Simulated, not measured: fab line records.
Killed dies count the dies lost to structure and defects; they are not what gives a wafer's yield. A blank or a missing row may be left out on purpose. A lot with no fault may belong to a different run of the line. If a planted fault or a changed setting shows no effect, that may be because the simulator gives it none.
One fault seen from 2 desks    flow gf180mcu    every desk sees just its own numbers, and what lay behind them comes last

== THE METROLOGY DESK ==
Means of the sampled wafers that have a number, per lot and without regard to the tool the lot ran on: this is what the gauges read. Marked OUT: a lot whose mean sits more than 4 standard deviations from the usual mean, which makes it out of limits; the brackets give that distance.
Columns: A = INCOMING_BOW at GF_STI_BOW_MEAS_00, usual -2 um; B = MVSD_RS at GF_VT_IMPLANT_RS_MEAS_46, usual 456.6 ohm/sq
lot   first seen here  A   B
L631  day 1 10:00      -3  455.5
L632  day 1 15:01      -5  457.0
L636  day 2 11:01      7   455.9
L637  day 2 16:02      -3  455.3
L639  day 3 02:00      -6  455.0
L640  day 3 07:04      -3  455.4
L642  day 3 17:00      -3  455.4
L645  day 4 08:00      -2  519.7 (+63) OUT
L646  day 4 13:01      9   518.7 (+62) OUT
L648  day 4 23:02      -6  456.9
L650  day 5 09:01      -9  457.4
L654  day 6 05:01      -5  456.6
This desk's finding: out of limits on L645, L646; first on L645, day 11 12:26 (MVSD_RS at GF_VT_IMPLANT_RS_MEAS_46). L631, L632, L636, L637, L639, L640, L642, L648, L650, L654: within limits.

== AT THE TOOL OWNER'S DESK: implanter-01 ==
GF_MVSD_IMPLANT_09, tool's own readings: per-lot mean of the sampled wafers with a number, covering each lot this tool ran. Marked OUT: a lot whose mean sits more than 4 standard deviations from the usual mean, which makes it out of limits; the brackets give that distance.
Columns: A = beam energy keV at GF_MVSD_IMPLANT_09, usual 100.00; B = dose ions cm2 at GF_MVSD_IMPLANT_09, usual 5e+12; C = end station pressure torr at GF_MVSD_IMPLANT_09, usual 5.01e-06 Torr; D = faraday current uA at GF_MVSD_IMPLANT_09, usual 28.2
lot   first seen here  A       B                        C         D
L631  day 4 13:09      100.03  5e+12                    5.00e-06  28.3
L632  day 4 19:49      99.99   5e+12                    5.12e-06  27.8
L636  day 5 16:43      100.01  5e+12                    5.03e-06  27.9
L639  day 6 09:24      100.00  5e+12                    5.01e-06  27.9
L640  day 6 14:44      100.01  5e+12                    5.05e-06  28.8
L642  day 7 02:20      100.03  5e+12                    5.03e-06  27.7
L645  day 7 20:08      100.00  2e+12 (-99 or more) OUT  4.97e-06  9.9 (-32) OUT
L646  day 8 04:15      100.00  2e+12 (-99 or more) OUT  5.09e-06  9.9 (-32) OUT
This desk's verdict: out of limits on L645, L646, starting with L645 at day 7 20:08 (dose ions cm2 at GF_MVSD_IMPLANT_09). L631, L632, L636, L639, L640, L642: within limits.

== TAKEN TOGETHER ==
The tool owner's desk had the chance to raise an alarm at day 7 20:08 on L645, L646.
The metrology desk could have raised an alarm at day 11 12:26, on L645, L646.
GF_MVSD_IMPLANT_09 was run on implanter-01 by each of the lots named.

== WHAT THE SIMULATOR HAD INSERTED ==
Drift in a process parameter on implanter-01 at GF_MVSD_IMPLANT_09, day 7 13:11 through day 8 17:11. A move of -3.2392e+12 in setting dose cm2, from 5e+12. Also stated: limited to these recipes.
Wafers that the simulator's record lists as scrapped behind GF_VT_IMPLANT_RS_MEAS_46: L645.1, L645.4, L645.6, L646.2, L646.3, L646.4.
Struck lots among those shown: L645, L646.
Counting hours from when the fault started, the first reading out of limits came at 7 for the tool owner's desk and at 95 for the metrology desk.
